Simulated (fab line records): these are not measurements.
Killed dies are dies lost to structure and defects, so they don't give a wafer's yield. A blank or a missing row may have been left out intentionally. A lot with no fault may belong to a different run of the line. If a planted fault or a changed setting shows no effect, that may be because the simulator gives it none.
A struck lot beside a sound one + flow gf180mcu + 15 steps out of a route of 602
Sound: the wafers L917.3, L917.4, L917.5. The struck wafers were L922.1, L922.2, L922.6. At the end, the cause is stated.
Order at every step that has rows: each side's tool, ch and its chambers, its first start. Under that, the readings that differ: sound wafers + struck wafers + difference of the means + sigmas: that difference in standard deviations of wafers without a fault.
alike: readings with means less than 2 such deviations apart, plus words and numbers identical on both sides. not compared: withheld readings, readings lacking a value on some wafer, bounds such as >300 that could conceal the same value, and numbers that have no deviation in the record and whose values overlap.
The two part at a step that has a row with sigmas, a row that says differs or no value, or rows on one side only. When numbers do not overlap yet have no deviation, they are printed without sigmas and do not part them. Lack of a reading on every wafer of one side parts them only where that side has two or more wafers.

GF_VT_IMPLANT_OVL_MEAS_18:
  sound on overlay-02 at day 6 20:22; struck on overlay-01 at day 8 06:17
  alike: VT_IMPLANT_01_OVL
after that, 1 step had no rows for these wafers: GF_VT_IMPLANT_IMPLANT_19.
GF_VT_IMPLANT_STRIP_20: strips in O2/N2.
  sound on plasma asher-04 ch 0,1, day 6 20:34; struck on plasma asher-02 ch 0,1, day 8 06:28
  alike: drypump motor current A, heater power w, oes product au, strip time to endpoint s
  not compared: rf hours counter h
GF_VT_IMPLANT_TW_MEAS_21:
  sound on film metro-02 at day 6 20:40; struck on film metro-03 at day 8 06:34
  alike: VT_IMPLANT_2_TW
then, 7 steps without rows for these wafers: GF_VT_IMPLANT_DEHYDRATE_22 (time 60 s); GF_VT_IMPLANT_HMDS_23 (prime time 60 s); GF_VT_IMPLANT_COAT_24 (resist thk 1000 nm); GF_VT_IMPLANT_SOFTBAKE_25 (time 60 s); GF_VT_IMPLANT_EXPOSE_26 (exposes mask LVPWELL HV AREA, target cd 860 nm); GF_VT_IMPLANT_PEB_27; GF_VT_IMPLANT_DEVELOP_28 (develop time 60 s).
GF_VT_IMPLANT_OVL_MEAS_29:
  sound on overlay-02 at day 7 10:43; struck on overlay-02 at day 8 22:20
  alike: VT_IMPLANT_02_OVL
GF_VT_IMPLANT_IMPLANT_30:
  sound on implanter-01 ch 0, day 7 10:47; struck on implanter-01 ch 0, day 8 22:22
| reading       | sound                            | struck                          | difference  | sigmas |
|---------------|----------------------------------|---------------------------------|-------------|--------|
| dose ions cm2 | 2.5354e+12 2.5351e+12 2.5363e+12 | 2.4799e+12 2.4832e+12 2.481e+12 | -5.4233e+10 | -18    |
GF_VT_IMPLANT_STRIP_31: strips in O2/N2.
  sound on plasma asher-02 ch 0,1, day 7 10:55; struck on plasma asher-02 ch 0,1, day 8 22:31
  alike: drypump motor current A, heater power w, oes product au, strip time to endpoint s
  not compared: rf hours counter h
-- the record jumps here: 22 days lie between the struck wafers' starts before and after (it left off in module VT_IMPLANT and takes up again in module PASSIVATION, whose first step shown is number 602 of the route) --
GF_PASSIVATION_PROBE_99:
  rows exist in the record for the struck wafers here (prober-02, day 31 07:38), but not for the sound ones

== WHERE THEY PART ==
At GF_VT_IMPLANT_IMPLANT_30 first; at GF_PASSIVATION_PROBE_99 last (within this record only).

WHY: whatever the simulator had introduced
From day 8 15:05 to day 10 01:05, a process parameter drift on implanter-01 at GF_VT_IMPLANT_IMPLANT_30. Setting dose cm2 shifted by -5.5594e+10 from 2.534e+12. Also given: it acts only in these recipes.
